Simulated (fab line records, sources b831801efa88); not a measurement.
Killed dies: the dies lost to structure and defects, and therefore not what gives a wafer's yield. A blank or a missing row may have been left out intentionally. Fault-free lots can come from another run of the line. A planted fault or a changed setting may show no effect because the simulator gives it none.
Which tool was responsible? || flow gf180mcu || 39 wafers from 13 lots sampled at 4 of the route's 602 steps

## WHAT THE GAUGES SHOWED, per wafer
GF_VT_IMPLANT_RS_MEAS_46: measures by four-point-probe. Usual: MVSD_RS gives 456.9 ohm/sq (standard deviation 1.2).
{"lot": "L604", "measured": "day 8 14:14", "on": "film-metro-04", "MVSD_RS (ohm/sq)": "458.2 458.0 457.6", "flag": ""}
{"lot": "L607", "measured": "day 9 10:10", "on": "film-metro-01", "MVSD_RS (ohm/sq)": "456.6 458.4 456.8", "flag": ""}
{"lot": "L608", "measured": "day 9 19:26", "on": "film-metro-02", "MVSD_RS (ohm/sq)": "456.2 455.5 456.2", "flag": ""}
{"lot": "L609", "measured": "day 10 00:23", "on": "film-metro-01", "MVSD_RS (ohm/sq)": "458.0 456.7 457.7", "flag": ""}
{"lot": "L610", "measured": "day 10 05:36", "on": "film-metro-01", "MVSD_RS (ohm/sq)": "456.8 457.4 456.6", "flag": ""}
{"lot": "L611", "measured": "day 10 12:49", "on": "film-metro-02", "MVSD_RS (ohm/sq)": "456.4 458.1 458.2", "flag": ""}
{"lot": "L612", "measured": "day 10 18:48", "on": "film-metro-02", "MVSD_RS (ohm/sq)": "455.8 456.5 455.3", "flag": ""}
{"lot": "L616", "measured": "day 12 00:46", "on": "film-metro-04", "MVSD_RS (ohm/sq)": "457.7 457.6 458.3", "flag": ""}
{"lot": "L617", "measured": "day 12 05:21", "on": "film-metro-01", "MVSD_RS (ohm/sq)": "456.7 457.6 455.6", "flag": ""}
{"lot": "L618", "measured": "day 12 15:07", "on": "film-metro-02", "MVSD_RS (ohm/sq)": "499.4 498.8 499.6", "flag": "OFF"}
{"lot": "L621", "measured": "day 13 11:10", "on": "film-metro-01", "MVSD_RS (ohm/sq)": "499.7 499.0 499.0", "flag": "OFF"}
{"lot": "L622", "measured": "day 13 15:08", "on": "film-metro-01", "MVSD_RS (ohm/sq)": "457.1 458.3 458.5", "flag": ""}
{"lot": "L623", "measured": "day 14 00:08", "on": "film-metro-02", "MVSD_RS (ohm/sq)": "456.3 456.4 454.6", "flag": ""}

GF_HV_LDD_OVL_MEAS_08. Usual: HV_LDD_OVL gives 0.5 nm (standard deviation 1.5).
{"lot": "L604", "measured": "day 11 06:59", "on": "overlay-02", "HV_LDD_OVL (nm)": "-0.3 0.5 -0.1", "flag": ""}
{"lot": "L607", "measured": "day 12 02:19", "on": "overlay-01", "HV_LDD_OVL (nm)": "1.0 -0.1 1.4", "flag": ""}
{"lot": "L608", "measured": "day 12 09:49", "on": "overlay-02", "HV_LDD_OVL (nm)": "-0.9 -2.2 -0.9", "flag": ""}
{"lot": "L609", "measured": "day 12 15:57", "on": "overlay-01", "HV_LDD_OVL (nm)": "0.4 0.5 0.2", "flag": ""}
{"lot": "L610", "measured": "day 12 22:20", "on": "overlay-01", "HV_LDD_OVL (nm)": "0.8 0.2 0.3", "flag": ""}
{"lot": "L611", "measured": "day 13 08:04", "on": "overlay-02", "HV_LDD_OVL (nm)": "-1.5 -0.4 1.5", "flag": ""}
{"lot": "L612", "measured": "day 13 12:09", "on": "overlay-02", "HV_LDD_OVL (nm)": "0.7 0.9 1.4", "flag": ""}
{"lot": "L616", "measured": "day 14 21:03", "on": "overlay-02", "HV_LDD_OVL (nm)": "-1.3 -1.7 -0.9", "flag": ""}
{"lot": "L617", "measured": "day 15 00:21", "on": "overlay-01", "HV_LDD_OVL (nm)": "0.6 1.1 1.7", "flag": ""}
{"lot": "L618", "measured": "day 15 11:40", "on": "overlay-02", "HV_LDD_OVL (nm)": "2.1 1.6 1.7", "flag": ""}
{"lot": "L621", "measured": "day 16 10:44", "on": "overlay-01", "HV_LDD_OVL (nm)": "1.9 1.8 1.2", "flag": ""}
{"lot": "L622", "measured": "day 16 16:28", "on": "overlay-01", "HV_LDD_OVL (nm)": "-1.4 -2.4 -2.3", "flag": ""}
{"lot": "L623", "measured": "day 17 02:16", "on": "overlay-01", "HV_LDD_OVL (nm)": "2.0 1.9 2.1", "flag": ""}

GF_HV_LDD_TW_MEAS_23. Usual: HV_LDD_2_TW gives 1054 (standard deviation 11).
{"lot": "L604", "measured": "day 12 02:10", "on": "film-metro-04", "HV_LDD_2_TW": "1042 1034 1038", "flag": ""}
{"lot": "L607", "measured": "day 12 22:11", "on": "film-metro-02", "HV_LDD_2_TW": "1058 1064 1062", "flag": ""}
{"lot": "L608", "measured": "day 13 05:31", "on": "film-metro-01", "HV_LDD_2_TW": "1067 1060 1056", "flag": ""}
{"lot": "L609", "measured": "day 13 12:09", "on": "film-metro-04", "HV_LDD_2_TW": "1038 1033 1037", "flag": ""}
{"lot": "L610", "measured": "day 13 19:29", "on": "film-metro-04", "HV_LDD_2_TW": "1035 1038 1035", "flag": ""}
{"lot": "L611", "measured": "day 14 04:47", "on": "film-metro-04", "HV_LDD_2_TW": "1051 1047 1047", "flag": ""}
{"lot": "L612", "measured": "day 14 09:08", "on": "film-metro-01", "HV_LDD_2_TW": "1057 1056 1058", "flag": ""}
{"lot": "L616", "measured": "day 15 18:48", "on": "film-metro-01", "HV_LDD_2_TW": "1049 1052 1048", "flag": ""}
{"lot": "L617", "measured": "day 15 22:25", "on": "film-metro-04", "HV_LDD_2_TW": "1040 1042 1046", "flag": ""}
{"lot": "L618", "measured": "day 16 10:04", "on": "film-metro-04", "HV_LDD_2_TW": "1041 1041 1043", "flag": ""}
{"lot": "L621", "measured": "day 17 10:39", "on": "film-metro-02", "HV_LDD_2_TW": "1069 1063 1065", "flag": ""}
{"lot": "L622", "measured": "day 17 16:19", "on": "film-metro-02", "HV_LDD_2_TW": "1066 1072 1063", "flag": ""}
{"lot": "L623", "measured": "day 18 02:04", "on": "film-metro-04", "HV_LDD_2_TW": "1035 1034 1042", "flag": ""}

## EACH LOT AND THE TOOL THAT RAN IT (in order: tool; ch and the chambers of the sampled wafers; start)
{"lot": "L604", "GF_MVSD_IMPLANT_09": "implanter-02 ch 0, day 5 08:23"}
{"lot": "L607", "GF_MVSD_IMPLANT_09": "implanter-03 ch 0, day 6 02:05"}
{"lot": "L608", "GF_MVSD_IMPLANT_09": "implanter-02 ch 0, day 6 10:43"}
{"lot": "L609", "GF_MVSD_IMPLANT_09": "implanter-02 ch 0, day 6 13:38"}
{"lot": "L610", "GF_MVSD_IMPLANT_09": "implanter-03 ch 0, day 6 18:51"}
{"lot": "L611", "GF_MVSD_IMPLANT_09": "implanter-02 ch 0, day 7 00:34"}
{"lot": "L612", "GF_MVSD_IMPLANT_09": "implanter-02 ch 0, day 7 06:55"}
{"lot": "L616", "GF_MVSD_IMPLANT_09": "implanter-01 ch 0, day 8 07:16"}
{"lot": "L617", "GF_MVSD_IMPLANT_09": "implanter-03 ch 0, day 8 12:07"}
{"lot": "L618", "GF_MVSD_IMPLANT_09": "implanter-03 ch 0, day 8 19:00"}
{"lot": "L621", "GF_MVSD_IMPLANT_09": "implanter-03 ch 0, day 9 12:21"}
{"lot": "L622", "GF_MVSD_IMPLANT_09": "implanter-02 ch 0, day 9 17:02"}
{"lot": "L623", "GF_MVSD_IMPLANT_09": "implanter-02 ch 0, day 10 00:46"}
- GF_MVSD_IMPLANT_09

## AS READ BY THE TOOLS THEMSELVES (means over the sampled wafers that have a number; for cases with no such wafer, the mark the record gives instead)
GF_MVSD_IMPLANT_09. Usual: dose-ions-cm2 4.999e+12, standard deviation 5.3e+09; faraday-current-uA 28.1, standard deviation 0.54; tilt-deg 0.002 degrees, standard deviation 0.02.
{"lot": "L604", "tool": "implanter-02", "dose-ions-cm2": 4.995e+12, "faraday-current-uA": 28.8, "tilt-deg (degrees)": 0.009, "flag": ""}
{"lot": "L607", "tool": "implanter-03", "dose-ions-cm2": 4.996e+12, "faraday-current-uA": 28.1, "tilt-deg (degrees)": 0.006, "flag": ""}
{"lot": "L608", "tool": "implanter-02", "dose-ions-cm2": 4.997e+12, "faraday-current-uA": 27.8, "tilt-deg (degrees)": -0.002, "flag": ""}
{"lot": "L609", "tool": "implanter-02", "dose-ions-cm2": 4.992e+12, "faraday-current-uA": 28.5, "tilt-deg (degrees)": -0.006, "flag": ""}
{"lot": "L610", "tool": "implanter-03", "dose-ions-cm2": 4.999e+12, "faraday-current-uA": 27.9, "tilt-deg (degrees)": -0.010, "flag": ""}
{"lot": "L611", "tool": "implanter-02", "dose-ions-cm2": 4.999e+12, "faraday-current-uA": 27.4, "tilt-deg (degrees)": 0.005, "flag": ""}
{"lot": "L612", "tool": "implanter-02", "dose-ions-cm2": 5.007e+12, "faraday-current-uA": 28.2, "tilt-deg (degrees)": -0.005, "flag": ""}
{"lot": "L616", "tool": "implanter-01", "dose-ions-cm2": 4.990e+12, "faraday-current-uA": 28.3, "tilt-deg (degrees)": 0.010, "flag": ""}
{"lot": "L617", "tool": "implanter-03", "dose-ions-cm2": 5.007e+12, "faraday-current-uA": 28.0, "tilt-deg (degrees)": 0.026, "flag": ""}
{"lot": "L618", "tool": "implanter-03", "dose-ions-cm2": 2.558e+12, "faraday-current-uA": 14.4, "tilt-deg (degrees)": 0.022, "flag": "OFF"}
{"lot": "L621", "tool": "implanter-03", "dose-ions-cm2": 2.555e+12, "faraday-current-uA": 14.7, "tilt-deg (degrees)": -0.014, "flag": "OFF"}
{"lot": "L622", "tool": "implanter-02", "dose-ions-cm2": 5.005e+12, "faraday-current-uA": 28.5, "tilt-deg (degrees)": -0.011, "flag": ""}
{"lot": "L623", "tool": "implanter-02", "dose-ions-cm2": 5.000e+12, "faraday-current-uA": 27.6, "tilt-deg (degrees)": 0.000, "flag": ""}

## THE ANSWER, worked out from the rows above alone
Rule: take the mean of a lot's wafers that have a number; if it is more than 3 standard deviations from the usual mean, the lot is off. A lot without any number at a reading at which 4 lots or more have one is off too. The other lots that the step has rows for count as sound. First the gauges in route order, then the tools' own readings, where a lot's mean is used as printed above. At the first step where some lot is off, the reading lying furthest off is the one used; lots without a number count as furthest.
Off: L618, L621, at GF_VT_IMPLANT_RS_MEAS_46 (MVSD_RS).
A tool fits if, at a process step before that reading, it ran every lot that is off, and no sound lot after the first of them. Not tried: the gauges at GF_VT_IMPLANT_RS_MEAS_46; whatever is off there is also off at GF_MVSD_IMPLANT_09, on other tools, and gauge error can't account for it. One fits: GF_MVSD_IMPLANT_09 on implanter-03. Its last sound lot is L617 (day 8 12:07), its first lot that is off L618 (day 8 19:00): a fault that began between those two fits.
The tool's own readings at GF_MVSD_IMPLANT_09 bear it out: on the lots that are off they differ by more than 5 times the standard deviation of the sound lots' means. dose-ions-cm2 reads 2.556e+12 there against 4.999e+12 on the sound lots; faraday-current-uA reads 14.6 there against 28.1 on the sound lots.

## WHAT THE SIMULATOR HAD PUT IN
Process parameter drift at GF_MVSD_IMPLANT_09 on implanter-03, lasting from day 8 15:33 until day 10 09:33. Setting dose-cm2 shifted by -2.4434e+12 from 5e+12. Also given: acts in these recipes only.
Lots struck among those shown: L618, L621. The rule above found the same.
